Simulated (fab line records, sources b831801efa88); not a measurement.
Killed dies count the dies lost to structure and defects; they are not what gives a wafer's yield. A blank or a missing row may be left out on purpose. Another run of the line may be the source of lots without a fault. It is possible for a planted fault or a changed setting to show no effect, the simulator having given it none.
Chamber matching :: flow sfqLine :: cmp-01 running SFQ_TRILAYER_I7_CMP_CMP_184: 4 sister chambers
The step polishes SiO2. 14 wafers are shown with their chamber, then 7 later ones without.

== WAFERS PAIRED WITH THEIR CHAMBERS ==
wafer: L810.2
chamber: 1
motorCurrentA (A): 10.0
timeToEndpointS (s): 211
retainingRingPressureFrac: 0.986

wafer: L810.4
chamber: 0
motorCurrentA (A): 11.1
timeToEndpointS (s): 218
retainingRingPressureFrac: 0.997

wafer: L810.5
chamber: 2
motorCurrentA (A): 8.3
timeToEndpointS (s): 219
retainingRingPressureFrac: 1.001

wafer: L813.3
chamber: 1
motorCurrentA (A): 10.0
timeToEndpointS (s): 222
retainingRingPressureFrac: 1.001

wafer: L813.5
chamber: 1
motorCurrentA (A): 10.0
timeToEndpointS (s): 226
retainingRingPressureFrac: 0.994

wafer: L813.6
chamber: 0
motorCurrentA (A): 10.3
timeToEndpointS (s): 216
retainingRingPressureFrac: 1.006

wafer: L814.4
chamber: 0
motorCurrentA (A): 11.1
timeToEndpointS (s): 193
retainingRingPressureFrac: 0.990

wafer: L814.2
chamber: 2
motorCurrentA (A): 8.4
timeToEndpointS (s): 204
retainingRingPressureFrac: 1.004

wafer: L814.3
chamber: 3
motorCurrentA (A): 10.7
timeToEndpointS (s): 207
retainingRingPressureFrac: 0.999

wafer: L823.2
chamber: 1
motorCurrentA (A): 9.9
timeToEndpointS (s): 211
retainingRingPressureFrac: 1.003

wafer: L823.3
chamber: 2
motorCurrentA (A): 7.9
timeToEndpointS (s): 208
retainingRingPressureFrac: 0.998

wafer: L823.6
chamber: 1
motorCurrentA (A): 10.4
timeToEndpointS (s): 210
retainingRingPressureFrac: 1.000

wafer: L824.2
chamber: 1
motorCurrentA (A): 10.0
timeToEndpointS (s): 216
retainingRingPressureFrac: 0.993

wafer: L824.4
chamber: 0
motorCurrentA (A): 10.6
timeToEndpointS (s): 221
retainingRingPressureFrac: 1.004

SIGNATURES (averages over the wafers above)
reading: motorCurrentA
chamber 0: 10.775
chamber 1: 10.050
chamber 2: 8.200
chamber 3: 10.700
scatter within a chamber: 0.276

reading: timeToEndpointS
chamber 0: 212.00
chamber 1: 216.00
chamber 2: 210.33
chamber 3: 207.00
scatter within a chamber: 9.15

reading: retainingRingPressureFrac
chamber 0: 0.99925
chamber 1: 0.99617
chamber 2: 1.00100
chamber 3: 0.99900
scatter within a chamber: 0.00616
Rule: for a wafer and a chamber, the distance is found by dividing, reading by reading, the gap between the wafer's reading and the chamber's mean by the reading's scatter, squaring, summing and taking the root. If the next closest chamber is less than 2 further off than the closest, the wafer can't be placed; otherwise it belongs to the closest. The scatter is the square root of a quotient: the sum, over the shown wafers, of each reading's squared deviation from its chamber's mean, divided by wafers minus chambers.

== WAFERS WHOSE CHAMBER IS MISSING ==
wafer: L824.5
motorCurrentA (A): 10.1
timeToEndpointS (s): 224
retainingRingPressureFrac: 0.990

wafer: L826.4
motorCurrentA (A): 10.9
timeToEndpointS (s): 217
retainingRingPressureFrac: 0.999

wafer: L826.5
motorCurrentA (A): 10.0
timeToEndpointS (s): 218
retainingRingPressureFrac: 0.999

wafer: L826.6
motorCurrentA (A): 8.3
timeToEndpointS (s): 217
retainingRingPressureFrac: 0.998

wafer: L832.3
motorCurrentA (A): 8.0
timeToEndpointS (s): 209
retainingRingPressureFrac: 1.004

wafer: L832.5
motorCurrentA (A): 10.4
timeToEndpointS (s): 215
retainingRingPressureFrac: 1.001

wafer: L832.6
motorCurrentA (A): 7.9
timeToEndpointS (s): 215
retainingRingPressureFrac: 0.999

== EACH ONE'S CHAMBER ==
wafer: L824.5
from the rows above: can't be placed: 1 or 0 or 3
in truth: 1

wafer: L826.4
from the rows above: can't be placed: 0 or 3
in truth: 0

wafer: L826.5
from the rows above: 1
in truth: 1

wafer: L826.6
from the rows above: 2
in truth: 2

wafer: L832.3
from the rows above: 2
in truth: 2

wafer: L832.5
from the rows above: can't be placed: 0 or 3 or 1
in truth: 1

wafer: L832.6
from the rows above: 2
in truth: 2
Correct placement for 4 of the 7. Not placeable from these rows: 3 (in 3, the candidates include the true chamber). 0 placed wrongly.
